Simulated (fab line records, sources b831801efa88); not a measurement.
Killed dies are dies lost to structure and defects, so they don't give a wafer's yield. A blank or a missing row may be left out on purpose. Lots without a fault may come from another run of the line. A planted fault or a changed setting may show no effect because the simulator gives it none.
Chamber matching | flow gf180mcu | GF_V1_CMP_26 on cmp-01: 4 sister chambers
The step polishes, stops on SiO2, t overpolish 15 s, target thk 0 nm. 8 wafers are shown with their chamber, then 9 later ones without.

WAFERS WITH THEIR CHAMBER
wafer  | chamber | motor_current_A (A) | time_to_endpoint_s (s)
L076.2 | 1       | 12.5                | 82
L077.4 | 1       | 12.7                | 78
L078.6 | 2       | 11.8                | 82
L081.2 | 2       | 11.8                | 85
L081.6 | 0       | 10.3                | 82
L085.1 | 3       | 11.3                | 83
L085.4 | 0       | 10.9                | 83
L085.5 | 3       | 11.1                | 88

WAFERS WITHOUT THEIR CHAMBER
wafer  | motor_current_A (A) | time_to_endpoint_s (s)
L091.1 | 10.3                | 82
L091.2 | 11.1                | 80
L091.3 | 12.5                | 84
L095.1 | 11.5                | 84
L095.2 | 13.2                | 88
L095.5 | 11.9                | 82
L096.2 | 11.3                | 85
L096.5 | 12.4                | 83
L096.6 | 10.5                | 81

WHICH CHAMBER EACH WENT THROUGH
wafer  | from the rows above          | in truth
L091.1 | 0                            | 0
L091.2 | can't be placed: 3 or 0 or 2 | 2
L091.3 | can't be placed: 1 or 2      | 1
L095.1 | can't be placed: 2 or 3      | 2
L095.2 | 1                            | 1
L095.5 | 2                            | 2
L096.2 | can't be placed: 3 or 2      | 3
L096.5 | can't be placed: 1 or 2      | 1
L096.6 | 0                            | 0
Placed correctly: 4 of 9. Can't be placed from these rows: 5 (the true chamber is among the candidates in 5). Placed wrongly: 0.
How it was worked out, from the rows above alone: a wafer's distance from a chamber is the root of the sum, over the readings, of the square of ((its reading less the chamber's mean) divided by the reading's scatter). The wafer belongs to the nearest chamber; if the next one is less than 2 further off, it can't be placed. A chamber's mean is the mean of its shown wafers. The scatter: the root of (the sum of the squares of (reading less its chamber's mean) over the shown wafers, divided by (wafers less chambers)).
